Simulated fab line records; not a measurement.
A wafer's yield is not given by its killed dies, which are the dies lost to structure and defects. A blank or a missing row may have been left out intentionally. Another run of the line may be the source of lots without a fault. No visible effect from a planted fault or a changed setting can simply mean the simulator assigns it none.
The tool behind it: which one? | flow gf180mcu | at 1 step of a route of 602, 14 lots with 42 wafers sampled

== WHAT THE GAUGES SHOWED, per wafer ==
GF_V4_BOW_MEAS_05.
lot  | measured     | on            | V4_BOW (um)
L130 | day 23 16:08 | film metro-02 | 123 127 137
L131 | day 23 19:40 | film metro-02 | 136 127 131
L132 | day 24 12:03 | film metro-04 | 138 136 141
L133 | day 24 15:34 | film metro-02 | 131 128 123
L134 | day 24 23:32 | film metro-02 | 145 123 136
L136 | day 25 18:26 | film metro-03 | 137 138 148
L137 | day 26 04:44 | film metro-02 | 125 138 141
L138 | day 26 11:04 | film metro-04 | 135 145 139
L140 | day 27 03:00 | film metro-02 | 144 131 133
L142 | day 27 17:34 | film metro-02 | 125 126 123
L143 | day 27 23:26 | film metro-04 | 142 132 151
L144 | day 28 06:28 | film metro-04 | 133 120 128
L152 | day 30 13:32 | film metro-03 | 141 153 150
L153 | day 30 17:07 | film metro-03 | 144 151 143

== WHICH TOOL RAN EACH LOT (tool, then ch and the chambers of the sampled wafers, then the start) ==
The record shows no process step preceding these readings.

== WHAT THE TOOLS THEMSELVES READ (means of the sampled wafers that have a number; where no wafer has one, the mark that the record gives instead) ==
The record holds no such reading with a usual standard deviation.

== THE ANSWER, worked out from the rows above alone ==
Rule: the usual values come from the lots themselves. Put in order of their means at a reading, lots are off if they are a third of the lots or fewer, leave a main group of 4 or more, and stand apart from it by a gap of 3 or more times the standard deviation of the main group's means; of several such gaps the widest counts. Not used: any main group whose means are identical at the precision the tables above print for the reading. A lot without any number at a reading at which 4 lots or more have one is off too. The other lots that the step has rows for count as sound. Order of review: gauges by route order, followed by the tools' own readings, for which a lot's mean as printed above is used. At the first step where some lot is off, the reading lying furthest off is the one used; lots without a number count as furthest.
No lot is off at any reading shown: from this, nothing can be told.

== WHAT HAD BEEN PUT IN BY THE SIMULATOR ==
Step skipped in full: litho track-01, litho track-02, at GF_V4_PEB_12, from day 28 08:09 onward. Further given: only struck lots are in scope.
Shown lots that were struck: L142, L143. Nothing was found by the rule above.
